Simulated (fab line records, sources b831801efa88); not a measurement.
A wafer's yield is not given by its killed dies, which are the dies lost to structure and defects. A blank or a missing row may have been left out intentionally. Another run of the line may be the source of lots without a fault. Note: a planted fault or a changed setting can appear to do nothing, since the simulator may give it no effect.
Problem report, 8D (eight disciplines) form, completed by code | flow sfq-line | the parts of the form that need people (team, actions taken, sign-off) are left out

## 1. THE ISSUE
run-length-s at SFQ_TRILAYER_M2_BARC_OPEN_METAL_ETCH_077 reads a mean of 62.95 s on 3 wafers of 2 lots; wafers without a fault read 70.20 s with a standard deviation of 0.25. That puts it -29 standard deviations away from the usual mean.
The step: etches BARC in O2, target depth 125 nm, time 41.7 s.
First observed at day 36 03:02: wafer L559.1, on rie-metal-01. The record holds 42 wafers of 14 lots with a number at this step. Rule for "out", or "out of limits": more than 4 standard deviations from the usual mean. The rest of the wafers with a number are treated as sound.

## 2. WHAT IT IS AND WHAT IT IS NOT
question                    | is                           | is not
which readings at this step | run-length-s, oes-product-au | drypump-motor-current-A
which lots                  | L559, L563                   | L545, L546, L547, L549, L551, L553, L554, L555, L556, L565, L566, L568
which wafers of those lots  | L559.1, L559.6, L563.2       | L559.5, L563.3, L563.6
read on which tools         | rie-metal-01                 | rie-metal-02, rie-metal-03
when                        | from day 36 03:02            | up to then (28 sound wafers); but 11 sound wafers of L563, L565, L566, L568 came after

## 3. WHAT RULES OUT EACH SUSPECT
Counting: a tool at a process step up to the reading stays a suspect if it ran every lot that is out. Sound lots after the first of them don't rule it out here, since some wafers of a struck lot are sound.
- rie-metal-01 at SFQ_TRILAYER_M2_BARC_OPEN_METAL_ETCH_077 (etches BARC in O2, target depth 125 nm, time 41.7 s): kept. Ran every lot that is out, first one L559 (day 36 03:02); last sound lot up to then L556 (day 34 22:25). Its own readings are out on those wafers: oes-product-au, run-length-s.
- Within rie-metal-01 at SFQ_TRILAYER_M2_BARC_OPEN_METAL_ETCH_077, the wafers that are out were processed in chamber 1 and their sound lot-mates in chamber 0.
Remaining after the count: rie-metal-01 at SFQ_TRILAYER_M2_BARC_OPEN_METAL_ETCH_077.

## 4. THE CAUSE (what the simulator had put in)
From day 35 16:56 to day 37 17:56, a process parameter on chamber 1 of rie-metal-01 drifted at SFQ_TRILAYER_M2_BARC_OPEN_METAL_ETCH_077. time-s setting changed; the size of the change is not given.
After counting, this tool was the only one left.

## 5. THE EFFECT CHAIN, in route order
Each row: a reading whose mean over the struck wafers that have a number lies more than 3 standard deviations from the usual. Only readings whose record carries a usual standard deviation are examined. hours: median over the lots of the time between each lot's start at the first step of this table that gives one and its start at this step. sigmas: the change, counted in usual standard deviations.
hours | step                                     | reading        | usual      | on struck wafers | change | sigmas
0     | SFQ_TRILAYER_M2_BARC_OPEN_METAL_ETCH_077 | oes-product-au | 0.685 a.u. | 0.797            | +0.112 | +26
0     | SFQ_TRILAYER_M2_BARC_OPEN_METAL_ETCH_077 | run-length-s   | 70.20 s    | 62.95            | -7.25  | -29
Its process steps:
- SFQ_TRILAYER_M2_BARC_OPEN_METAL_ETCH_077: etches BARC in O2, target depth 125 nm, time 41.7 s.
Readings that are blank on the struck wafers while sound wafers have them: bias-w at SFQ_TRILAYER_M2_BARC_OPEN_METAL_ETCH_077.

## 6. WHAT WOULD HAVE CAUGHT IT SOONER
In this record the first reading out of limits was taken at day 36 03:02, 10 hours after the fault began at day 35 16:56.
